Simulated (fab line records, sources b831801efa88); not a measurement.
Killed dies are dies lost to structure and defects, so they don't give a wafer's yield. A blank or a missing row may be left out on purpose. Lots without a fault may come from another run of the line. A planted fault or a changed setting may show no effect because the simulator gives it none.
Which tool did it? | flow sky130 | 10 lots, 30 wafers sampled, at 2 steps of a route of 708

WHAT THE GAUGES READ, wafer by wafer
SKY_SD_P_TW_MEAS_11.
lot  | measured     | on            | SD_P_TW
L844 | day 25 12:27 | film_metro-01 | 2875 2849 2857
L845 | day 26 09:14 | film_metro-03 | 2823 2829 2830
L854 | day 29 05:02 | film_metro-03 | 2820 2822 2851
L855 | day 29 11:42 | film_metro-04 | 2794 2781 2774
L857 | day 30 03:13 | film_metro-01 | 2840 2853 2833
L860 | day 31 00:50 | film_metro-04 | 2794 2807 2814
L861 | day 31 20:20 | film_metro-01 | 2853 2851 2852
L863 | day 32 04:38 | film_metro-03 | 2800 2791 2804
L866 | day 32 22:46 | film_metro-01 | 2838 2843 2852
L867 | day 33 03:22 | film_metro-03 | 2804 2814 2809

WHICH TOOL RAN EACH LOT (tool, then ch and the chambers of the sampled wafers, then the start)
lot  | SKY_POLY_CUT_STRIP_12
L844 | plasma_asher-03 ch 0,1, day 24 06:05
L845 | plasma_asher-01 ch 0,1, day 25 04:07
L854 | plasma_asher-02 ch 0,1, day 28 00:35
L855 | plasma_asher-01 ch 0,1, day 28 07:05
L857 | plasma_asher-03 ch 0,1, day 28 22:03
L860 | plasma_asher-01 ch 0, day 29 20:07
L861 | plasma_asher-01 ch 0,1, day 30 16:22
L863 | plasma_asher-03 ch 1, day 31 00:13
L866 | plasma_asher-02 ch 0,1, day 31 19:43
L867 | plasma_asher-03 ch 0,1, day 31 23:58
- SKY_POLY_CUT_STRIP_12: strips in O2/N2.

THE ANSWER, worked out from the rows above alone
Rule: what is usual is taken from the lots themselves. Put in order of their means at a reading, lots are off if they are a third of the lots or fewer, leave a main group of 4 or more, and stand apart from it by a gap of 3 or more times the standard deviation of the main group's means; of several such gaps the widest counts. A main group whose means are all the same, to the digits that the tables above print for the reading, isn't used. A lot without any number at a reading at which 4 lots or more have one is off too. The other lots that the step has rows for count as sound.
No lot is off at any reading shown: from this, nothing can be told.

WHAT THE SIMULATOR HAD PUT IN
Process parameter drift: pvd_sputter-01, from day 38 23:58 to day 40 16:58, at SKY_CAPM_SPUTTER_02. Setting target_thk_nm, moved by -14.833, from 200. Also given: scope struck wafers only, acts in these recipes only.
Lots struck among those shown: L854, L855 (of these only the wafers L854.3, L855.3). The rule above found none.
